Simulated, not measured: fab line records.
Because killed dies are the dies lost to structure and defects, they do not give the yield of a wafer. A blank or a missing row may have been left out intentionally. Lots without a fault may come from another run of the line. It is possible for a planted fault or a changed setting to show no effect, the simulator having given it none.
Problem report in the 8D (eight disciplines) form, filled by code    flow sky130    the parts of the form that need people (team, actions taken, sign-off) are left out

== 1. THE ISSUE ==
Mean of killed_at_contacts at SKY_PAD_OPEN_PROBE_99: 215 across 9 wafers in 3 lots; on wafers with no fault it is 24 (standard deviation 5.4). Relative to the usual mean, that is a shift of +35 standard deviations.
First seen on wafer L137.1, day 50 02:48, on prober-01. At this step, 15 wafers from 5 lots have a number in the record. The rule behind "out" and "out of limits": a value lying over 4 standard deviations away from the usual mean. All remaining wafers that have a number are taken as sound.

== 2. WHAT IT IS; WHAT IT IS NOT ==
question                     is                                              is not
which readings at this step  killed_at_contacts, killed_dies, killed_on_rim  killed_at_front_end, killed_at_other, killed_open
which lots                   L137, L141, L142                                L124, L130
which wafers of those lots   all that have a number                          -
read on which tools          prober-01, prober-02                            -
when                         from day 50 02:48                               up to then (6 sound wafers)

== 3. THE SUSPECTS, EACH WITH WHAT RULES IT OUT ==
Counting: a tool stays on the suspect list if, at a process step up to the reading, it processed all lots that are out and no sound lot following the first of them.
- cmp-01 at SKY_LI_CONTACT_CMP_24 (polishes, stops on PSG, t overpolish 20 s, target thk 0 nm): kept. It processed each lot that is out, first L137 at day 35 05:41, and no sound lot thereafter; up to then, the last sound lot it processed was L130 at day 31 20:05.
After counting, what remains is cmp-01 at SKY_LI_CONTACT_CMP_24.

== 4. THE CAUSE (what the simulator had put in) ==
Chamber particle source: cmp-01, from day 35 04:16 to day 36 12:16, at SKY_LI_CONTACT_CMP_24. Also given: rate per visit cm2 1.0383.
Only this tool survived the counting.

== 5. SEQUENCE OF EFFECTS, ordered by route ==
Each row: a reading whose mean over the struck wafers that have a number lies more than 3 standard deviations from the usual. Readings are gone through only where the record gives a usual standard deviation; hours: the median, over the lots, of the time from a lot's start at the first step in this table giving one to that lot's start at this step; sigmas: the change measured in usual standard deviations.
hours  step                   reading             usual  on struck wafers  change  sigmas
0      SKY_PAD_OPEN_PROBE_99  killed_at_contacts  24     215               +191    +35
0      SKY_PAD_OPEN_PROBE_99  killed_dies         87     267               +180    +18
0      SKY_PAD_OPEN_PROBE_99  killed_on_rim       17     48                +31     +9.0
Process steps it contains:
- SKY_PAD_OPEN_PROBE_99

== 6. WHAT WOULD HAVE CAUGHT IT SOONER ==
The fault began at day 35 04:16; the first out-of-limits reading in this record came at day 50 02:48, 359 hours later.
Tool readings at SKY_LI_CONTACT_CMP_24 with a usual standard deviation given in the record: none out on any struck wafer, hence no alarm at a limit of 4 standard deviations on them.
Each of the lots that are out, 3 in all, had begun SKY_LI_CONTACT_CMP_24 on cmp-01 no later than day 50 02:48. Had the tool been put on hold then, not one of them would have been saved.
